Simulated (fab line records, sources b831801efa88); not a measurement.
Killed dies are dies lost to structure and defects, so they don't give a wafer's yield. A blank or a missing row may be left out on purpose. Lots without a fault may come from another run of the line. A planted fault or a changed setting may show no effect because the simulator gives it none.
Which tool did it? | flow sky130 | 11 lots, 33 wafers sampled, at 3 steps of a route of 708

WHAT THE GAUGES READ, wafer by wafer
SKY_NWELL_RS_MEAS_31: measures by four-point-probe.
lot  | measured     | on            | PWDE_RS (ohm/sq)
L100 | day 5 03:56  | film_metro-04 | 5286 5263 5283
L101 | day 5 16:43  | film_metro-03 | 5257 5237 5248
L102 | day 6 16:05  | film_metro-03 | 5274 5248 5271
L104 | day 7 04:43  | film_metro-04 | 5244 5259 5260
L107 | day 7 07:47  | film_metro-04 | 5277 5297 5292
L109 | day 7 13:25  | film_metro-02 | 5506 5501 5505 5509 5491 5505
L108 | day 7 12:21  | film_metro-02 | 5296 5290 5272
L113 | day 8 18:32  | film_metro-02 | 5262 5261 5280
L118 | day 10 13:19 | film_metro-02 | 5315 5300 5326
L120 | day 10 21:02 | film_metro-03 | 5277 5263 5262
L123 | day 11 08:26 | film_metro-02 | 5269 5274 5276

WHICH TOOL RAN EACH LOT (tool, then ch and the chambers of the sampled wafers, then the start)
lot  | SKY_FIELD_ISO_CMP_27         | SKY_PWDE_IMPLANT_08
L100 | cmp-02 ch 1,2, day 2 10:10   | implanter-01 ch 0, day 3 17:49
L101 | cmp-02 ch 0,1,3, day 2 15:46 | implanter-02 ch 0, day 4 04:47
L102 | cmp-01 ch 1,2, day 3 07:49   | implanter-03 ch 0, day 5 01:48
L104 | cmp-02 ch 1,2, day 3 21:45   | implanter-02 ch 0, day 5 14:02
L107 | cmp-01 ch 1,2,3, day 4 03:35 | implanter-03 ch 0, day 5 17:31
L109 | cmp-02 ch 0,1,2, day 4 08:42 | implanter-02 ch 0, day 5 22:49
L108 | cmp-01 ch 0,2, day 4 08:39   | implanter-01 ch 0, day 5 22:36
L113 | cmp-01 ch 0,2,3, day 5 09:03 | implanter-01 ch 0, day 7 01:17
L118 | cmp-02 ch 0,1, day 6 14:13   | implanter-01 ch 0, day 8 16:08
L120 | cmp-01 ch 0,2,3, day 7 04:31 | implanter-01 ch 0, day 9 00:16
L123 | cmp-01 ch 0,1,3, day 7 11:31 | implanter-03 ch 0, day 9 09:39
- SKY_FIELD_ISO_CMP_27: polishes, stops on Si3N4, t overpolish 16 s, target thk 457.8 nm.
- SKY_PWDE_IMPLANT_08

THE ANSWER, worked out from the rows above alone
Rule: what is usual is taken from the lots themselves. Put in order of their means at a reading, lots are off if they are a third of the lots or fewer, leave a main group of 4 or more, and stand apart from it by a gap of 3 or more times the standard deviation of the main group's means; of several such gaps the widest counts. A main group whose means are all the same, to the digits that the tables above print for the reading, isn't used. A lot without any number at a reading at which 4 lots or more have one is off too. The other lots that the step has rows for count as sound.
Off: L109, at SKY_NWELL_RS_MEAS_31 (PWDE_RS). The main group: mean 5274 ohm/sq, standard deviation 18.
A tool fits if, at a process step before that reading, it ran every lot that is off, and no sound lot after the first of them. The gauges at SKY_NWELL_RS_MEAS_31 are tried like those tools. One fits: implanter-02 at SKY_PWDE_IMPLANT_08. Its last sound lot is L104 (day 5 14:02), its first lot that is off L109 (day 5 22:49): a fault that began between those two fits.

WHAT THE SIMULATOR HAD PUT IN
Process parameter drift: implanter-02, from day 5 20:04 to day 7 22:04, at SKY_PWDE_IMPLANT_08. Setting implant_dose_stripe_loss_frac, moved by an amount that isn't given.
Lots struck among those shown: L109. The rule above found the same.
